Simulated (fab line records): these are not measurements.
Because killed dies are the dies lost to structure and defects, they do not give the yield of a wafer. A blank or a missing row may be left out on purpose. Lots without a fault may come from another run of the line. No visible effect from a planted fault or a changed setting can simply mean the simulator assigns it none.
Comparing a struck lot with a sound one    flow gf180mcu    20 out of 602 route steps
Sound: wafers L141.1, L141.2, L141.5. The struck wafers were L144.1, L144.2, L144.6. Last of all comes the cause.
At each step with rows: each side's tool, then ch and its chambers, then its first start. Under that, the readings that differ: sound wafers    struck wafers    difference of the means    sigmas: that difference in standard deviations of wafers without a fault.
alike: readings with means less than 2 such deviations apart, plus words and numbers identical on both sides. not compared: withheld readings, readings lacking a value on some wafer, bounds such as >300 that could conceal the same value, and numbers that have no deviation in the record and whose values overlap.
Wherever a step has rows on one side only, a row that says differs or no value, or a row with sigmas, the two part there. Numbers that don't overlap but have no deviation are shown without sigmas and don't part them. Lack of a reading on every wafer of one side parts them only where that side has two or more wafers.

first, 1 step without rows for these wafers: GF_V4_CVD_00 (deposits SiO2, target thk 600 nm, time 100 s).
GF_V4_THK_MEAS_01:
  sound on film_metro-01 at day 25 21:53; struck on film_metro-04 at day 26 18:48
  alike: V4_CVD_00_THK
GF_V4_CVD_02: deposits SiO2 from TEOS, target thk 850 nm, time 94.851 s.
  sound on pecvd-04 ch 1,2, day 25 21:57; struck on pecvd-04 ch 0,1,2, day 26 18:52
  alike: heater_power_w
GF_V4_THK_MEAS_03:
  sound on film_metro-04 at day 25 22:01; struck on film_metro-01 at day 26 18:56
  alike: V4_CVD_02_THK
GF_V4_CMP_04: polishes SiO2.
  sound on cmp-01 ch 2,3, day 25 22:08; struck on cmp-02 ch 0,1,2, day 26 19:05
  alike: motor_current_A, time_to_endpoint_s
GF_V4_BOW_MEAS_05:
  sound on film_metro-03 at day 25 22:23; struck on film_metro-01 at day 26 19:17
reading      sound        struck       difference  sigmas
V4_BOW (um)  121 124 117  154 155 154  +34         +4
then, 6 steps without rows for these wafers: GF_V4_DEHYDRATE_06 (time 60 s); GF_V4_HMDS_07 (prime time 60 s); GF_V4_COAT_08; GF_V4_COAT_09 (resist thk 1000 nm); GF_V4_SOFTBAKE_10 (time 60 s); GF_V4_EXPOSE_11 (exposes mask Via4, target cd 260 nm).
GF_V4_PEB_12: peb time 90 s.
  sound on litho_track-03 ch 0, day 26 18:35; struck on litho_track-02 ch 0, day 27 14:32
reading                   sound              struck             difference  sigmas
heater_power_total_W (W)  85.74 85.68 85.75  93.91 93.79 93.78  +8.10       +95
then, 1 step without rows for these wafers: GF_V4_DEVELOP_13 (develop time 60 s).
GF_V4_CD_MEAS_14: target cd 260 nm.
  sound on cd_sem-01 at day 26 18:56; struck on cd_sem-02 at day 27 14:53
reading     sound              struck             difference  sigmas
cd_nm (nm)  259.2 258.1 259.3  251.2 251.7 250.2  -7.8        -7
GF_V4_OVL_MEAS_15:
  sound on overlay-01 at day 26 19:04; struck on overlay-01 at day 27 15:00
  alike: V4_OVL
GF_V4_ETCH_16: etches BARC in N2/H2.
  sound on rie_diel-01 ch 0,1, day 26 19:05; struck on rie_diel-01 ch 2,3, day 27 15:02
reading              sound              struck           difference  sigmas
model.V4.cd_nm (nm)  258.5 256.9 259.4  252 252.4 250.6  -7          
  alike: chamber_pressure_mTorr, drypump_motor_current_A, h2_flow_sccm, oes_product_au, throttle_valve_pct
GF_V4_ETCH_17: etches SiO2 in C4F8/O2/Ar, stops on TiN, target depth 630 nm.
  sound on rie_diel-01 ch 0,1; struck on rie_diel-01 ch 2,3
reading              sound            struck             difference  sigmas
model.V4.cd_nm (nm)  259 256.6 259.8  252.3 251.8 249.9  -7.1        
  alike: chamber_pressure_mTorr, oes_product_au
GF_V4_STRIP_18: strips in O2/N2.
  sound on plasma_asher-03 ch 0,1, day 26 19:13; struck on plasma_asher-02 ch 0,1, day 27 15:10
  alike: chamber_pressure_mTorr, drypump_motor_current_A, heater_power_w, oes_product_au
  not compared: rf_hours_counter_h
following that, these wafers have no rows for 1 step: GF_PASSIVATION_PROBE_99.

== WHERE THEY PART ==
At GF_V4_BOW_MEAS_05 first; at GF_V4_CD_MEAS_14 last (within this record only). Later steps at which nothing parts them and some readings are alike: GF_V4_OVL_MEAS_15, GF_V4_ETCH_16, GF_V4_ETCH_17, GF_V4_STRIP_18.

WHY: whatever the simulator had introduced
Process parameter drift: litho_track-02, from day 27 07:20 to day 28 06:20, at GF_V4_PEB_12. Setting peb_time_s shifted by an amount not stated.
